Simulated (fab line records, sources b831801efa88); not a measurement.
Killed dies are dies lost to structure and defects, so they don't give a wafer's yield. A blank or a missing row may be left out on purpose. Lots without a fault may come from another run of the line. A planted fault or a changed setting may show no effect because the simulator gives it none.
A struck lot beside a sound one | flow sky130 | 17 steps out of a route of 708
Sound: wafers L177.4, L177.5, L177.6. Struck: wafers L166.3, L166.5, L166.6. The cause comes at the end.
At each step with rows: each side's tool, then ch and its chambers, then its first start. Under that, the readings that differ: sound wafers | struck wafers | difference of the means | sigmas: that difference in standard deviations of wafers without a fault.
alike: readings whose means differ by less than 2 such deviations, and words and numbers that are the same on both sides. not compared: withheld readings, readings that some wafer has no value for, bounds like >300 that may hide the same value, and numbers for which the record gives no deviation and whose values overlap.
The two part at a step that has a row with sigmas, a row that says differs or no value, or rows on one side only. Numbers that don't overlap but have no deviation are shown without sigmas and don't part them. A reading that every wafer of one side lacks parts them only if that side has two wafers or more.

SKY_GATE_OXIDE_TW_MEAS_14:
  sound on film_metro-02, day 21 02:51; struck on film_metro-02, day 17 18:24
  alike: GATE_OXIDE_TW
then, 3 steps without rows for these wafers: SKY_GATE_OXIDE_CLEAN_15 (cleans in SC1/SC2, time 150 s); SKY_GATE_OXIDE_OXIDATION_16 (stabilise 600 s, purge 300 s, target thk 3.57 nm); SKY_POLY_GATE_CVD_00 (deposits poly-Si, target thk 180 nm, time 720 s).
SKY_POLY_GATE_THK_MEAS_01:
  sound on film_metro-03, day 21 05:41; struck on film_metro-04, day 17 21:47
  alike: POLY_GATE_CVD_00_THK
then, 7 steps without rows for these wafers: SKY_RES_PROTECT_DEHYDRATE_00 (time 60 s); SKY_RES_PROTECT_HMDS_01 (prime time 60 s); SKY_RES_PROTECT_COAT_02 (resist thk 1140 nm); SKY_RES_PROTECT_SOFTBAKE_03 (time 60 s); SKY_RES_PROTECT_EXPOSE_04 (exposes mask RPM, target cd 1270 nm); SKY_RES_PROTECT_PEB_05; SKY_RES_PROTECT_DEVELOP_06 (develop time 60 s).
SKY_POLY_GATE_IMPLANT_02:
  sound on implanter-03 ch 0, day 22 12:27; struck on implanter-03 ch 0, day 19 03:05
  alike: beam_energy_keV, beam_on_s
SKY_RES_PROTECT_STRIP_07: strips in O2/N2.
  sound on plasma_asher-04 ch 0,1, day 22 12:34; struck on plasma_asher-04 ch 0,1, day 19 03:13
  reading                      | sound             | struck            | difference | sigmas
  oes_product_au (a.u.)        | 0.514 0.514 0.513 | 0.499 0.493 0.503 | -0.015     | -3
  strip_time_to_endpoint_s (s) | 23.36 23.34 23.29 | 25.09 25.10 25.08 | +1.76      | +39
  alike: drypump_motor_current_A
  not compared: rf_hours_counter_h
SKY_RES_PROTECT_TW_MEAS_08:
  sound on film_metro-03, day 22 12:39; struck on film_metro-02, day 19 03:38
  reading      | sound          | struck         | difference | sigmas
  POLY_GATE_TW | 3986 3992 3991 | 4140 4162 4150 | +161       | +6
then, 1 step without rows for these wafers: SKY_RES_PROTECT_CLEAN_09 (cleans in SC1/SC2, time 150 s).
-- the record jumps here: 29 days lie between the struck wafers' starts before and after (it left off in module RES_PROTECT and takes up again in module PAD_OPEN, whose first step shown is number 708 of the route) --
SKY_PAD_OPEN_PROBE_99:
  sound on prober-01, day 50 07:51; struck on prober-02, day 48 11:36
  reading                          | sound             | struck            | difference | sigmas
  model.etest.res_poly.line_ohm_um | 517 512.4 526.7   | 371.5 374 373     | -145.9     |
  model.etest.licon_poly.rc_ohm    | 153.8 158.8 154.2 | 110.5 107.5 111.1 | -45.9      |
  model.etest.res_poly.rs_ohm_sq   | 47.72 47.53 47.72 | 36.46 36.06 36.5  | -11.32     |
  alike: killed_at_M0_to_M3, killed_at_M4_up, killed_at_contacts, killed_at_front_end, killed_at_other, killed_dies, killed_open, killed_short

WHERE THEY PART
First at SKY_RES_PROTECT_STRIP_07; last, within this record, at SKY_RES_PROTECT_TW_MEAS_08. Later steps at which nothing parts them and some readings are alike: SKY_PAD_OPEN_PROBE_99.

WHY: what the simulator had put in
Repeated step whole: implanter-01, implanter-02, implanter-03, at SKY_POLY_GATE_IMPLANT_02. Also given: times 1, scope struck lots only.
